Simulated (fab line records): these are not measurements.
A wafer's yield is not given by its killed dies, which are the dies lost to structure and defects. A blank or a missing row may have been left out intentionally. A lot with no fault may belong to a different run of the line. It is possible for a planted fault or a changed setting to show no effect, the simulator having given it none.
Comparing a struck lot with a sound one || flow sky130 || 16 out of 708 route steps
Sound: wafers L174.2, L174.4, L174.5. The struck wafers were L180.1, L180.2, L180.6. The cause is named last.
At each step with rows: each side's tool, then ch and its chambers, then its first start. Under that, the readings that differ: sound wafers || struck wafers || difference of the means || sigmas: that difference in standard deviations of wafers without a fault.
alike: readings with means less than 2 such deviations apart, plus words and numbers identical on both sides. not compared: withheld readings, readings lacking a value on some wafer, bounds such as >300 that could conceal the same value, and numbers that have no deviation in the record and whose values overlap.
The two part at a step that has a row with sigmas, a row that says differs or no value, or rows on one side only. Numbers that have no deviation but don't overlap get no sigmas and don't part them. A reading that every wafer of one side lacks parts them only if that side has two wafers or more.

SKY_POLY_CUT_ETCH_10: etches BARC in N2/H2, stops on SiO2, time 46.91 s, target depth 60 nm.
  sound on rieDiel-01 ch 0,2,3, day 24 09:26; struck on rieDiel-03 ch 0,1,3, day 26 06:26
  alike: chamberPressureMTorr, drypumpMotorCurrentA, oesProductAu, throttleValvePct
  not compared: rfHoursCounterH
SKY_POLY_CUT_ETCH_11: etches Si3N4 in CF4/CH2F2/Ar, stops on poly-Si, time 42.5 s, target depth 60 nm.
  sound on rieDiel-01 ch 0,2,3, day 24 09:29; struck on rieDiel-03 ch 0,1,3, day 26 06:29
  alike: cf4FlowSccm, chamberPressureMTorr, drypumpMotorCurrentA, oesProductAu, throttleValvePct
  not compared: rfHoursCounterH
SKY_POLY_CUT_STRIP_12: strips in O2/N2.
  sound on plasmaAsher-04 ch 0,1, day 24 09:32; struck on plasmaAsher-01 ch 0,1, day 26 06:32
  alike: chamberPressureMTorr, drypumpMotorCurrentA, oesProductAu, stripTimeToEndpointS
  not compared: rfHoursCounterH
then, 7 steps without rows for these wafers: SKY_SD_P_DEHYDRATE_00 (time 60 s); SKY_SD_P_HMDS_01 (prime time 60 s); SKY_SD_P_COAT_02 (resist thk 1140 nm); SKY_SD_P_SOFTBAKE_03 (time 60 s); SKY_SD_P_EXPOSE_04 (exposes mask PSDM, target cd 380 nm); SKY_SD_P_PEB_05; SKY_SD_P_DEVELOP_06 (develop time 60 s).
SKY_SD_P_CD_MEAS_07: the cd target is 380 nm.
  sound: cdSem-01 at day 25 15:29; struck: cdSem-01 at day 27 10:23
  alike: cdNm
SKY_SD_P_OVL_MEAS_08:
  sound: overlay-01 at day 25 15:36; struck: overlay-02 at day 27 10:31
  alike: SD_P_OVL
SKY_SD_P_IMPLANT_09:
  sound on implanter-02 ch 0, day 25 15:41; struck on implanter-02 ch 0, day 27 10:32
{"reading": "doseIonsCm2", "sound": "3.0027e+15 2.996e+15 2.9973e+15", "struck": "3.1645e+15 3.1659e+15 3.1626e+15", "difference": "+1.6567e+14", "sigmas": "+57"}
SKY_SD_P_STRIP_10: strips in O2/N2.
  sound on plasmaAsher-02 ch 0,1, day 25 15:56; struck on plasmaAsher-01 ch 0,1, day 27 10:41
{"reading": "stripTimeToEndpointS (s)", "sound": "17.46 17.44 17.48", "struck": "17.58 17.62 17.61", "difference": "+0.14", "sigmas": "+4"}
  alike: chamberPressureMTorr, drypumpMotorCurrentA, oesProductAu
  not compared: rfHoursCounterH
SKY_SD_P_TW_MEAS_11:
  sound: filmMetro-01 at day 25 16:02; struck: filmMetro-02 at day 27 10:47
  alike: SD_P_TW
-- here the record skips 20 days between the struck wafers' starts before and after, leaving off in module SD_P and picking up in module PAD_OPEN (first step shown: number 708 of the route) --
SKY_PAD_OPEN_PROBE_99:
  sound: prober-02 at day 45 18:22; struck: prober-02 at day 47 03:58
{"reading": "model.etest.liconHighPo.rcOhm", "sound": "339.5 330.2 337.3", "struck": "328.5 323.7 313.6", "difference": -13.7, "sigmas": ""}
  alike: killed_at_M0_to_M3, killed_at_M4_up, killedAtContacts, killedAtFrontEnd, killedAtOther, killedDies, killedOpen, killedShort
  not compared: model.etest.resHighPo.lineOhmUm, model.etest.resHighPo.rsOhmSq

## WHERE THEY PART
Last at SKY_SD_P_STRIP_10 as far as this record goes, first at SKY_SD_P_IMPLANT_09. Later steps at which nothing parts them and some readings are alike: SKY_SD_P_TW_MEAS_11, SKY_PAD_OPEN_PROBE_99.

WHY: the cause the simulator had injected
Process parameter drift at SKY_SD_P_IMPLANT_09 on implanter-02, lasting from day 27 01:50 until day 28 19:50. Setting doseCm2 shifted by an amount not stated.
